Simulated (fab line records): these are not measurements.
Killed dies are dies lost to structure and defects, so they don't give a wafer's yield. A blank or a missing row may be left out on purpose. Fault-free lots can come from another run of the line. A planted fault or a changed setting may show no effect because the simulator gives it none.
Check for tools in common	flow gf180mcu	Sampled: 13 lots, 39 wafers

== REASON FOR OPENING ==
2 of 13 lots carry a flag on the reading MVPSD_RS at GF_VT_IMPLANT_RS_MEAS_49. Wafers without a fault read 1169 ohm/sq, standard deviation 3.5.
Rule: a lot gets a flag if all its wafers with a number sit over 4 standard deviations from that mean, or if no wafer of it has a number. The rest of the lots are taken to be sound.

lot	measured	on	MVPSD_RS (ohm/sq), wafer by wafer	flag
L201	day 7 20:00	filmMetro-02	1173 1174 1172	
L202	day 8 00:23	filmMetro-03	1161 1161 1157	
L203	day 8 05:22	filmMetro-03	1165 1171 1169	
L204	day 8 13:29	filmMetro-02	1168 1165 1165	
L206	day 8 23:56	filmMetro-04	1174 1173 1172	
L207	day 9 06:08	filmMetro-04	1165 1169 1167	
L208	day 9 15:06	filmMetro-04	1168 1169 1168	
L211	day 10 16:21	filmMetro-03	1168 1168 1173	
L213	day 11 02:22	filmMetro-04	1168 1173 1164	
L215	day 11 15:42	filmMetro-03	1103 1107 1102	FLAGGED
L216	day 12 03:29	filmMetro-04	1105 1108 1105	FLAGGED
L217	day 12 04:34	filmMetro-04	1170 1172 1168	
L223	day 14 15:37	filmMetro-02	1171 1169 1169	
The numbers of the flagged lots are 1105 ohm/sq on average: -64 ohm/sq against the usual, or -18 standard deviations.

== TOOL THAT RAN EACH LOT ==
The record holds 2 process steps before the reading, out of a route of 602 steps. Every cell lists first the tool, next ch and the chambers used by the sampled wafers, and last the start.
lot	flag	GF_MVPSD_IMPLANT_09	GF_VT_IMPLANT_STRIP_20
L201		implanter-01 ch 0, day 5 08:38	plasmaAsher-02 ch 0,1, day 6 14:26
L202		implanter-03 ch 0, day 5 12:41	plasmaAsher-02 ch 0,1, day 6 18:22
L203		implanter-01 ch 0, day 5 17:46	plasmaAsher-01 ch 0,1, day 6 22:59
L204		implanter-03 ch 0, day 6 01:02	plasmaAsher-04 ch 0,1, day 7 06:26
L206		implanter-03 ch 0, day 6 09:52	plasmaAsher-02 ch 0,1, day 7 15:31
L207		implanter-03 ch 0, day 6 16:13	plasmaAsher-04 ch 0,1, day 7 21:43
L208		implanter-03 ch 0, day 7 00:01	plasmaAsher-04 ch 0,1, day 8 05:34
L211		implanter-03 ch 0, day 7 19:49	plasmaAsher-02 ch 0,1, day 9 03:11
L213		implanter-03 ch 0, day 8 04:17	plasmaAsher-02 ch 0,1, day 9 14:05
L215	FLAGGED	implanter-03 ch 0, day 8 17:16	plasmaAsher-01 ch 0,1, day 10 03:28
L216	FLAGGED	implanter-03 ch 0, day 9 01:38	plasmaAsher-02 ch 0,1, day 10 12:53
L217		implanter-01 ch 0, day 9 02:52	plasmaAsher-01 ch 0,1, day 10 14:22
L223		implanter-02 ch 0, day 11 08:23	plasmaAsher-01 ch 0,1, day 12 22:34
What these steps do:
- GF_MVPSD_IMPLANT_09
- GF_VT_IMPLANT_STRIP_20: strips in O2/N2.
- GF_VT_IMPLANT_RS_MEAS_49: measures by four-point-probe.

== FLAGGED AGAINST TOTAL, ONE TOOL AT A TIME (gauges that did the reading follow at the end) ==
step	tool	lots run	flagged	share of the flagged lots	sound lots run after its first flagged lot
GF_MVPSD_IMPLANT_09	implanter-01	3	0	none	-
GF_MVPSD_IMPLANT_09	implanter-02	1	0	none	-
GF_MVPSD_IMPLANT_09	implanter-03	9	2	all	0
GF_VT_IMPLANT_STRIP_20	plasmaAsher-01	4	1	some	2 (L217,L223)
GF_VT_IMPLANT_STRIP_20	plasmaAsher-02	6	1	some	0
GF_VT_IMPLANT_STRIP_20	plasmaAsher-04	3	0	none	-
GF_VT_IMPLANT_RS_MEAS_49	filmMetro-02	3	0	none	-
GF_VT_IMPLANT_RS_MEAS_49	filmMetro-03	4	1	some	0
GF_VT_IMPLANT_RS_MEAS_49	filmMetro-04	6	1	some	1 (L217)

== WHAT IS ALLOWED BY THE TABLE ==
1 row of the table ran every flagged lot: implanter-03 at GF_MVPSD_IMPLANT_09.
- implanter-03 at GF_MVPSD_IMPLANT_09: 2 of its 9 lots flagged. It ran its last sound lot, L213, at day 8 04:17 and its first flagged lot, L215, at day 8 17:16: a fault with its onset between the two fits. Its own readings lie more than 4 standard deviations out on every wafer of the flagged lots: doseIonsCm2, faradayCurrentUA.
One tool is left: implanter-03 at GF_MVPSD_IMPLANT_09.

== WHAT THE SIMULATOR HAD PUT IN ==
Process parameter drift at GF_MVPSD_IMPLANT_09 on implanter-03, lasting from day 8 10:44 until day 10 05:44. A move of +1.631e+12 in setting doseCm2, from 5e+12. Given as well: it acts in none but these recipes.
Lots struck among those shown: L215, L216. Same finding as the rule above.
